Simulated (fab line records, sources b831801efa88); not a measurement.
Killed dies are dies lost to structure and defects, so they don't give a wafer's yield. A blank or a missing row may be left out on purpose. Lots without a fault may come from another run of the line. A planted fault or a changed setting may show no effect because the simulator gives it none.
fab line records | flow sky130
record lots=6 wafers=18 last_day=52
route steps=708 shown METAL3@561 VIA3@573 PAD_OPEN@708
lots that met no fault: from a run of the same line without faults
start_h: hours from the record's first day to the start of the lot's first wafer shown | wait_h: hours since the lot's step before | " the same as in the row above | L1.1+2: a row that stands for several wafers | - no value, or no start given | * or withheld: withheld | < > ~ a bound
route shown NAME@n: a module of which the file shows steps, and the number in the route of the first | usual: mean/standard deviation of fault-free wafers | same: alike in all rows | chamber/n: place in a boat | sites: the reading at each site | _std_site: their standard deviation | _edge_site: outer sites' mean less inner sites' | radius_mm: how far each site lies from the wafer's centre | mask NAME#n: copy n | behind: the tool/chamber that last shaped the wafer | hold: why the lot was held/for how many hours/how that ended | device: the transistor (n, p or np) that didn't switch | end of line: the same wafers' tests at the end of the route | a step without rows: its recipe alone | killed: dies lost to structure and defects at the first sort, not the wafer's yield | map: a wafer's dies, x killed, . not, _ none there
set.NAME: the setting as run; set.NAME@STEP: as run at that earlier step | model.NAME: the simulator's own value behind a step, which no gauge read
lots at some steps of the route; a table a step, a row a wafer
services: from which hour (start_h, from the record's first day; less than 0 if before it) a tool's chamber was out of use, for how many hours, and why
## steps
# step SKY_METAL3_PEB_11
# recipe peb_temp_c=withheld peb_time_s=withheld resist=KrF-thick
# step SKY_METAL3_DEVELOP_12
# recipe develop_time_s=60 resist=KrF-thick dev_temp_c=21
# step SKY_METAL3_CD_MEAS_13
# recipe target_cd_nm=300
# usual cd_nm=300.0/1.5
# columns lot.wafer tool chamber start_h wait_h cd_nm
L729.3 cd_sem-01 - 878.95 - 300.7
L729.4 " - " " 299.2
L729.5 " - " " 300.3
L728.2 cd_sem-02 - 880.93 - 299.0
L728.3 " - " " 298.0
L728.6 " - " " 298.7
L737.2 cd_sem-02 - 932.33 - 298.6
L737.3 " - " " 300.0
L737.5 " - " " 299.9
L739.2 cd_sem-01 - 951.56 - 298.8
L739.3 " - " " 302.1
L739.4 " - " " 299.9
L743.1 cd_sem-02 - 1111.39 - 302.3
L743.5 " - " " 301.8
L743.6 " - " " 300.5
L746.1 cd_sem-01 - 1118.04 - 300.9
L746.4 " - " " 299.5
L746.6 " - " " 300.1
# step SKY_METAL3_OVL_MEAS_14
# usual METAL3_OVL=0/6.5
# columns lot.wafer tool chamber start_h wait_h METAL3_OVL[nm]
L729.3 overlay-01 - 879.04 0.1 2
L729.4 " - " " 5
L729.5 " - " " 9
L728.2 overlay-01 - 881.04 0.1 -8
L728.3 " - " " -12
L728.6 " - " " -5
L737.2 overlay-02 - 932.44 0.1 7
L737.3 " - " " 18
L737.5 " - " " 7
L739.2 overlay-01 - 951.66 0.1 -6
L739.3 " - " " 2
L739.4 " - " " 3
L743.1 overlay-01 - 1111.51 0.1 -5
L743.5 " - " " -13
L743.6 " - " " -6
L746.1 overlay-02 - 1118.16 0.1 7
L746.4 " - " " 4
L746.6 " - " " 7
# step SKY_METAL3_DESCUM_15
# recipe chemistry=O2 source_power_w=150 bias_power_w=0 pressure_mtorr=10 temp_c=40 time_s=8
# usual drypump_motor_current_A=5.9/0.46 oes_product_au=0.998/0.011
# columns lot.wafer tool chamber start_h wait_h drypump_motor_current_A oes_product_au rf_hours_counter_h
L729.3 rie_metal-01 1 879.08 0.0 5.3 1.003 -
L729.4 " 0 " " 5.7 0.981 -
L729.5 " 1 " " 5.3 0.996 -
L728.2 rie_metal-02 1 881.07 0.0 6.1 1.003 11
L728.3 " 0 " " 6.4 0.988 -
L728.6 " 1 " " 6.2 0.994 -
L737.2 rie_metal-02 1 932.47 0.0 6.2 1.014 13
L737.3 " 0 " " 6.5 0.995 -
L737.5 " 0 " " 6.5 1.000 -
L739.2 rie_metal-04 0 951.69 0.0 6.4 0.991 12
L739.3 " 1 " " 5.6 1.011 -
L739.4 " 0 " " 6.4 0.999 -
L743.1 rie_metal-04 0 1111.54 0.0 6.4 0.986 20
L743.5 " 1 " " 5.7 1.016 -
L743.6 " 0 " " 6.4 0.987 -
L746.1 rie_metal-01 1 1118.19 0.0 5.3 0.987 4
L746.4 " 1 " " 5.3 0.992 -
L746.6 " 1 " " 5.3 0.993 -
# step SKY_METAL3_ETCH_16
# recipe chemistry=N2/H2 target=BARC ion_energy_ev=200 bias_w=100 pressure_mtorr=30 n2_flow_sccm=100 h2_flow_sccm=200 icp_w=500 stop_on=SiO2 time_s=88.2 target_depth_a=600
# usual drypump_motor_current_A=5.9/0.46 oes_product_au=0.626/0.0045 throttle_valve_pct=13.206/0.0091
# columns lot.wafer tool chamber start_h wait_h drypump_motor_current_A oes_product_au rf_hours_counter_h throttle_valve_pct
L729.3 rie_metal-01 1 879.13 0.0 5.3 0.614 - 13.195
L729.4 " 0 " " 5.7 0.628 - 13.199
L729.5 " 1 " " 5.3 0.618 - 13.200
L728.2 rie_metal-02 1 881.10 0.0 6.2 0.623 12 13.187
L728.3 " 0 " " 6.5 0.635 - 13.205
L728.6 " 1 " " 6.2 0.634 - 13.211
L737.2 rie_metal-02 1 932.50 0.0 6.1 0.631 13 13.208
L737.3 " 0 " " 6.5 0.630 - 13.191
L737.5 " 0 " " 6.4 0.626 - 13.204
L739.2 rie_metal-04 0 951.73 0.0 6.5 0.623 12 13.194
L739.3 " 1 " " 5.6 0.627 - 13.209
L739.4 " 0 " " 6.4 0.627 - 13.216
L743.1 rie_metal-04 0 1111.58 0.0 6.4 0.624 20 13.225
L743.5 " 1 " " 5.7 0.619 - 13.219
L743.6 " 0 " " 6.4 0.625 - 13.194
L746.1 rie_metal-01 1 1118.26 0.1 5.3 0.629 4 13.213
L746.4 " 1 " " 5.3 0.623 - 13.200
L746.6 " 1 " " 5.3 0.625 - 13.204
# step SKY_METAL3_ETCH_17
# recipe target=SiO2 stop_on=TiN chemistry=C4F8/O2/Ar source_w=1500 bias_w=1200 pressure_mtorr=40 c4f8_flow_sccm=withheld O2_flow_sccm=6 Ar_flow_sccm=300 time_s=3.9 target_depth_a=150
# step SKY_METAL3_METAL_ETCH_18
# recipe target_depth_a=8450 stop_on=SiO2 over_etch_frac=0.3 time_s=183.1 chemistry=Cl2/BCl3 resist_sidewall_deg=88 pressure_mtorr=10 icp_w=900 bias_w=48.5 Cl2_flow_sccm=60 bcl3_flow_sccm=30
# usual drypump_motor_current_A=5.9/0.44 oes_product_au=0.864/0.0057 throttle_valve_pct=22.264/0.0081
# columns lot.wafer tool chamber start_h wait_h drypump_motor_current_A oes_product_au rf_hours_counter_h throttle_valve_pct
L729.3 rie_metal-04 0 879.28 0.1 6.4 0.866 - 22.260
L729.4 " 1 " " 5.6 0.864 - 22.268
L729.5 " 0 " " 6.4 0.865 - 22.258
L728.2 rie_metal-01 1 881.22 0.0 5.3 0.878 14 22.265
L728.3 " 0 " " 5.7 0.866 - 22.260
L728.6 " 0 " " 5.7 0.864 - 22.269
L737.2 rie_metal-01 1 932.62 0.0 5.3 0.860 18 22.264
L737.3 " 1 " " 5.3 0.865 - 22.257
L737.5 " 1 " " 5.3 0.864 - 22.243
L739.2 rie_metal-01 1 951.84 0.0 5.3 0.873 20 22.267
L739.3 " 1 " " 5.3 0.870 - 22.268
L739.4 " 0 " " 5.7 0.868 - 22.258
L743.1 rie_metal-02 0 1111.69 0.0 6.4 0.874 20 22.270
L743.5 " 1 " " 6.1 0.862 - 22.265
L743.6 " 0 " " 6.5 0.865 - 22.254
L746.1 rie_metal-02 0 1118.47 0.0 6.4 0.860 21 22.271
L746.4 " 1 " " 6.2 0.862 - 22.261
L746.6 " 1 " " 6.2 0.877 - 22.263
# step SKY_METAL3_STRIP_19
# recipe chemistry=O2/N2 power_w=1400 pressure_mtorr=1500 platen_temp_c=withheld o2_flow_sccm=3000 n2_flow_sccm=300 overash_fraction=0.5
# usual drypump_motor_current_A=5.87/0.29 o2_flow_sccm=2999/9.4 oes_product_au=0.502/0.0066 strip_time_to_endpoint_s=6.55/0.1
# columns lot.wafer tool chamber start_h wait_h drypump_motor_current_A o2_flow_sccm oes_product_au rf_hours_counter_h strip_time_to_endpoint_s
L729.3 plasma_asher-01 1 879.43 0.1 6.01 3003 0.491 - 6.50
L729.4 " 0 " " 5.24 3011 0.499 - 6.37
L729.5 " 1 " " 6.06 2977 0.500 - 6.48
L728.2 plasma_asher-02 1 881.40 0.1 5.99 2991 0.510 45 6.63
L728.3 " 1 " " 5.99 2990 0.505 - 6.74
L728.6 " 0 " " 5.95 3005 0.516 - 6.73
L737.2 plasma_asher-01 0 932.80 0.1 5.26 3001 0.506 75 6.63
L737.3 " 0 " " 5.29 2997 0.507 - 6.59
L737.5 " 1 " " 6.02 3005 0.514 - 6.61
L739.2 plasma_asher-02 1 952.02 0.1 5.98 3007 0.500 52 6.50
L739.3 " 0 " " 5.98 3000 0.495 - 6.51
L739.4 " 1 " " 5.98 3011 0.515 - 6.66
L743.1 plasma_asher-03 0 1111.87 0.1 5.83 2995 0.511 2 6.67
L743.5 " 0 " " 5.80 3024 0.510 - 6.52
L743.6 " 1 " " 6.16 3018 0.509 - 6.71
L746.1 plasma_asher-01 1 1118.65 0.1 6.02 3019 0.507 92 6.62
L746.4 " 0 " " 5.23 3004 0.498 - 6.46
L746.6 " 0 " " 5.25 3007 0.496 - 6.42
# step SKY_METAL3_STRIP_20
# recipe chemistry=post_etch_residue_remover time_s=1200 temp_c=72.5
# step SKY_METAL3_CLEAN_21
# recipe chemistry=IPA time_s=180 temp_c=25
# step SKY_METAL3_CLEAN_22
# recipe chemistry=O3/DIW dry=n2_spin
# step SKY_VIA3_HDPCVD_00
# recipe material=SiO2 target_thk_nm=1635 sigma_open_frac=0.3 time_s=272.5 temp_c=400 sih4_flow_sccm=60 pressure_mtorr=6
# usual sih4_flow_sccm=60.00/0.18
# columns lot.wafer tool chamber start_h wait_h sih4_flow_sccm model.SiO2_of_VIA3_HDPCVD_00.thk_nm
L729.3 hdpcvd-01 2 879.99 0.0 60.10 1608
L729.4 " 1 " " 60.07 1622
L729.5 " 0 " " 59.85 1614
L728.2 hdpcvd-02 0 882.02 0.0 60.01 1647
L728.3 " 1 " " 60.20 1608
L728.6 " 2 " " 60.00 1622
L737.2 hdpcvd-02 1 933.42 0.0 60.01 1635
L737.3 " 2 " " 60.14 1633
L737.5 " 0 " " 72.10 1973
L739.2 hdpcvd-02 1 952.95 0.0 60.08 1630
L739.3 " 2 " " 59.86 1630
L739.4 " 0 " " 71.98 1953
L743.1 hdpcvd-02 0 1112.50 0.0 59.73 1635
L743.5 " 2 " " 60.06 1619
L743.6 " 0 " " 59.77 1622
L746.1 hdpcvd-02 2 1119.28 0.0 59.72 1636
L746.4 " 0 " " 60.24 1656
L746.6 " 2 " " 59.93 1639
# step SKY_VIA3_THK_MEAS_01
# recipe reads=SiO2_of_VIA3_HDPCVD_00
# usual VIA3_HDPCVD_THK=1625/15
# columns lot.wafer tool chamber start_h wait_h VIA3_HDPCVD_THK[nm]
L729.3 film_metro-02 - 880.18 0.1 1609
L729.4 " - " " 1623
L729.5 " - " " 1612
L728.2 film_metro-02 - 882.20 0.1 1647
L728.3 " - " " 1608
L728.6 " - " " 1623
L737.2 film_metro-02 - 933.60 0.1 1636
L737.3 " - " " 1632
L737.5 " - " " 1971
L739.2 film_metro-04 - 953.13 0.1 1629
L739.3 " - " " 1630
L739.4 " - " " 1953
L743.1 film_metro-02 - 1112.67 0.1 1635
L743.5 " - " " 1618
L743.6 " - " " 1622
L746.1 film_metro-04 - 1119.45 0.1 1636
L746.4 " - " " 1655
L746.6 " - " " 1639
# step SKY_VIA3_CMP_02
# recipe material=SiO2 down_force_psi=4 platen_rpm=60 pad_velocity_m_s=0.94248
# usual motor_current_A=11.7/1
# columns lot.wafer tool chamber start_h wait_h motor_current_A
L729.3 cmp-01 2 880.27 0.1 11.4
L729.4 " 3 " " 12.6
L729.5 " 1 " " 12.1
L728.3 cmp-02 3 882.30 0.1 11.4
L728.2 " 1 " " 10.6
L728.6 " 3 " " 12.1
L737.2 cmp-02 0 933.75 0.1 11.8
L737.3 " 1 " " 10.8
L737.5 " 3 " " 12.0
L739.2 cmp-01 2 953.18 0.0 11.6
L739.3 " 3 " " 12.5
L739.4 " 1 " " 13.1
L743.1 cmp-01 0 1112.78 0.1 10.0
L743.6 " 3 " " 13.2
L743.5 " 0 " " 10.6
L746.1 cmp-01 2 1119.51 0.1 11.0
L746.4 " 1 " " 12.6
L746.6 " 2 " " 11.2
# step SKY_PAD_OPEN_PROBE_99
# usual defect_limited_yield=82.5/1.9 killed_at_M0_to_M3=43/7 killed_at_M4_up=2.7/1.6 killed_at_contacts=24/5.3 killed_at_front_end=16/4.6 killed_at_other=0.3/0.53 killed_dies=86/9.3 killed_open=47/6.9 killed_short=38/6.1 sort_bin_3_pad_short=0.9/0.4 sort_bin_5_function=10.3/1.4 sort_bin_6_memory=6.3/1.1 sort_n_pass=406/9.3 sort_yield_pct=82.5/1.9
# same gross_dies=492 killed_at_back_side=0 sort_bin_4_leakage[%]=0 sort_bin_8_speed[%]=0
# columns lot.wafer tool chamber start_h wait_h defect_limited_yield[%] killed_at_M0_to_M3 killed_at_M4_up killed_at_contacts killed_at_front_end killed_at_other killed_dies killed_open killed_short sort_bin_3_pad_short[%] sort_bin_5_function[%] sort_bin_6_memory[%] sort_n_pass sort_yield_pct[%]
L729.3 prober-02 - 1057.81 0.2 83.9 35 2 26 16 0 79 43 36 0.6 7.9 7.5 413 83.9
L729.4 prober-02 - 1057.86 0.2 79.5 59 3 26 13 0 101 54 47 1.2 13.6 5.7 391 79.5
L729.5 prober-02 - 1057.91 0.2 81.1 36 6 33 18 0 93 53 40 1.2 10.0 7.7 399 81.1
L728.2 prober-01 - 1061.04 0.1 84.8 36 1 21 16 1 75 32 43 0.4 10.2 4.7 417 84.8
L728.3 prober-01 - 1061.09 0.2 84.6 37 4 23 11 1 76 40 36 1.4 7.3 6.7 416 84.6
L728.6 prober-01 - 1061.24 0.2 84.6 44 4 15 13 0 76 39 37 0.6 8.1 6.7 416 84.6
L737.2 prober-01 - 1098.96 0.1 83.9 41 4 25 9 0 79 46 33 0.8 9.6 5.7 413 83.9
L737.3 prober-01 - 1099.01 0.2 82.1 52 3 23 10 0 88 45 43 0.6 11.2 6.1 404 82.1
L737.5 prober-01 - 1099.11 0.2 82.9 43 1 29 11 0 84 49 35 1.2 9.1 6.7 408 82.9
L739.2 prober-01 - 1113.51 0.1 82.1 40 5 26 17 0 88 52 36 0.8 11.6 5.5 404 82.1
L739.3 prober-01 - 1113.56 0.2 85.0 38 2 15 19 0 74 44 29 0.6 9.3 5.1 418 85.0
L739.4 prober-01 - 1113.61 0.2 83.9 42 6 11 20 0 79 44 34 0.4 10.2 5.5 413 83.9
L743.1 prober-01 - 1239.01 0.1 81.3 48 5 21 17 1 92 50 40 1.0 11.8 5.9 400 81.3
L743.5 prober-01 - 1239.21 0.2 82.1 38 3 19 27 1 88 51 37 0.8 12.4 4.7 404 82.1
L743.6 prober-01 - 1239.26 0.2 82.7 54 0 15 15 1 85 46 37 0.4 10.8 6.1 407 82.7
L746.1 prober-02 - 1243.06 0.4 79.3 54 2 27 18 1 102 43 59 1.6 12.0 7.1 390 79.3
L746.4 prober-02 - 1243.21 0.5 82.3 40 4 20 22 1 87 43 44 0.4 10.4 6.9 405 82.3
L746.6 prober-02 - 1243.31 0.6 81.5 47 2 21 20 1 91 55 36 0.8 12.4 5.3 401 81.5
# killed by level:class
L729.3 VIA1:geometric_particle:open=9 CONTACT:geometric_particle:open=8 LI_CONTACT:geometric_particle:open=7 CONTACT:geometric_particle:short=6 FIELD_ISO:geometric_particle:short=5 VIA2:geometric_particle:open=5 VIA1:geometric_particle:short=4 VIA3:geometric_particle:short=4
L729.4 VIA1:geometric_particle:open=15 METAL2:geometric_particle:short=10 CONTACT:geometric_particle:open=9 VIA3:geometric_particle:open=7 METAL1:geometric_particle:short=6 LI_CONTACT:geometric_particle:open=6 CONTACT:geometric_particle:short=6 VIA2:geometric_particle:open=6
L729.5 CONTACT:geometric_particle:open=13 VIA1:geometric_particle:open=11 POLY_GATE:geometric_particle:short=7 LI_CONTACT:geometric_particle:short=7 LI_CONTACT:geometric_particle:open=7 POLY_GATE:geometric_particle:open=6 METAL2:geometric_particle:short=6 CONTACT:geometric_particle:short=5
L728.2 VIA1:geometric_particle:open=9 METAL1:geometric_particle:short=6 POLY_GATE:geometric_particle:short=6 CONTACT:geometric_particle:open=6 FIELD_ISO:geometric_particle:short=5 CONTACT:geometric_particle:short=5 VIA1:geometric_particle:short=5 LOCAL_INTERCONNECT:geometric_particle:short=4
L728.3 VIA1:geometric_particle:open=10 LOCAL_INTERCONNECT:geometric_particle:short=7 FIELD_ISO:geometric_particle:open=6 VIA3:geometric_particle:open=5 CONTACT:geometric_particle:open=5 LI_CONTACT:geometric_particle:open=4 CONTACT:geometric_particle:short=4 VIA1:geometric_particle:short=4
L728.6 CONTACT:geometric_particle:open=10 METAL1:geometric_particle:short=9 VIA1:geometric_particle:short=8 VIA1:geometric_particle:open=7 VIA3:geometric_particle:open=7 VIA2:geometric_particle:open=4 FIELD_ISO:geometric_particle:open=3 VIA2:geometric_particle:short=3
L737.2 VIA1:geometric_particle:open=10 LI_CONTACT:geometric_particle:open=9 CONTACT:geometric_particle:open=8 METAL1:geometric_particle:short=6 VIA3:geometric_particle:open=6 VIA2:geometric_particle:open=5 LOCAL_INTERCONNECT:geometric_particle:short=4 VIA3:geometric_particle:short=4
L737.3 VIA1:geometric_particle:open=12 CONTACT:geometric_particle:open=7 LI_CONTACT:geometric_particle:open=6 VIA1:geometric_particle:short=6 VIA2:geometric_particle:open=6 VIA3:geometric_particle:open=6 METAL2:geometric_particle:short=5 CONTACT:geometric_particle:short=4
L737.5 VIA1:geometric_particle:open=14 LI_CONTACT:geometric_particle:open=9 CONTACT:geometric_particle:open=9 METAL1:geometric_particle:short=6 CONTACT:geometric_particle:short=5 VIA1:geometric_particle:short=5 FIELD_ISO:geometric_particle:short=4 LOCAL_INTERCONNECT:geometric_particle:short=4
L739.2 CONTACT:geometric_particle:open=10 VIA1:geometric_particle:open=9 FIELD_ISO:geometric_particle:open=8 VIA3:geometric_particle:open=7 LI_CONTACT:geometric_particle:open=6 CONTACT:geometric_particle:short=6 VIA2:geometric_particle:open=6 METAL2:geometric_particle:short=6
L739.3 LI_CONTACT:geometric_particle:open=7 VIA1:geometric_particle:open=7 VIA2:geometric_particle:open=7 FIELD_ISO:geometric_particle:open=6 METAL2:geometric_particle:short=6 POLY_GATE:geometric_particle:open=5 VIA1:geometric_particle:short=5 VIA3:geometric_particle:open=5
L739.4 VIA1:geometric_particle:open=17 VIA2:geometric_particle:open=7 METAL2:geometric_particle:short=6 FIELD_ISO:geometric_particle:open=4 FIELD_ISO:geometric_particle:short=4 VIA3:geometric_particle:open=4 CONTACT:geometric_particle:open=4 VIA1:geometric_particle:short=4
L743.1 VIA1:geometric_particle:open=11 VIA1:geometric_particle:short=9 FIELD_ISO:geometric_particle:open=8 LI_CONTACT:geometric_particle:open=8 VIA2:geometric_particle:open=8 METAL1:geometric_particle:short=5 CONTACT:geometric_particle:short=5 VIA3:geometric_particle:open=5
L743.5 VIA1:geometric_particle:open=11 CONTACT:geometric_particle:open=10 METAL1:geometric_particle:short=9 VIA2:geometric_particle:open=8 FIELD_ISO:geometric_particle:short=6 POLY_GATE:geometric_particle:open=6 FIELD_ISO:geometric_particle:open=5 POLY_GATE:geometric_particle:short=5
L743.6 VIA2:geometric_particle:open=10 VIA3:geometric_particle:open=10 METAL2:geometric_particle:short=8 CONTACT:geometric_particle:open=7 VIA2:geometric_particle:short=6 METAL1:geometric_particle:short=5 VIA1:geometric_particle:open=5 FIELD_ISO:geometric_particle:open=4
L746.1 CONTACT:geometric_particle:open=15 VIA1:geometric_particle:open=12 METAL2:geometric_particle:short=10 FIELD_ISO:geometric_particle:short=7 VIA1:geometric_particle:short=6 LOCAL_INTERCONNECT:geometric_particle:short=5 VIA3:geometric_particle:short=5 METAL3:geometric_particle:short=5
L746.4 VIA1:geometric_particle:open=10 CONTACT:geometric_particle:open=9 FIELD_ISO:geometric_particle:short=6 VIA2:geometric_particle:open=6 POLY_GATE:geometric_particle:short=5 FIELD_ISO:geometric_particle:open=4 METAL2:geometric_particle:short=4 METAL4:geometric_particle:short=4
L746.6 CONTACT:geometric_particle:open=13 VIA1:geometric_particle:open=13 METAL2:geometric_particle:short=13 VIA2:geometric_particle:open=8 FIELD_ISO:geometric_particle:open=6 POLY_GATE:geometric_particle:short=5 VIA3:geometric_particle:open=4 LOCAL_INTERCONNECT:geometric_particle:short=3
## services
# columns tool chamber start_h hours kind
plasma_asher-01 - 870.36 0.9 repair
rie_metal-02 - 870.42 2.8 pm
rie_metal-01 0 892.38 5.6 repair
cmp-02 - 899.48 7.5 pm
hdpcvd-02 - 902.51 2.8 pm
rie_metal-01 - 903.89 0.6 repair
rie_metal-01 0 905.20 11.6 repair
cmp-01 - 912.12 4.0 pm
hdpcvd-02 - 915.73 1.0 repair
rie_metal-04 0 920.32 3.0 repair
rie_metal-01 1 923.25 1.1 repair
plasma_asher-01 - 956.78 0.7 repair
hdpcvd-02 - 965.25 5.5 pm
rie_metal-01 - 967.78 1.3 repair
rie_metal-01 - 977.32 2.8 pm
rie_metal-02 1 988.70 3.0 repair
cmp-01 - 1008.04 0.6 repair
cmp-02 - 1009.75 2.4 repair
plasma_asher-02 - 1012.44 1.7 repair
plasma_asher-01 - 1021.54 10.0 pm
cmp-01 - 1040.61 5.4 pm
plasma_asher-01 - 1065.54 1.4 repair
plasma_asher-01 - 1096.35 14.6 pm
rie_metal-02 - 1104.68 2.4 repair
## key
first_sign step=SKY_VIA3_HDPCVD_00 reading=sih4_flow_sccm direction=up sigmas=66 usual=60.00 struck=72.04
effect step=SKY_VIA3_THK_MEAS_01 reading=VIA3_HDPCVD_THK direction=up sigmas=23 usual=1625 struck=1962
model_effect step=SKY_VIA3_HDPCVD_00 value=SiO2_of_VIA3_HDPCVD_00.thk_nm without=1636 struck=1963
met_at SKY_VIA3_HDPCVD_00
struck_wafers L737.5,L739.4
onset_between 882.02 933.42
fault kind=process_parameter_drift tool=hdpcvd-02 chamber=0 onset_h=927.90 steps=SKY_VIA3_HDPCVD_00 channel=sih4_flow_sccm offset=12 shape=step end_h=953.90 acts_in=these_recipes_only stated=60
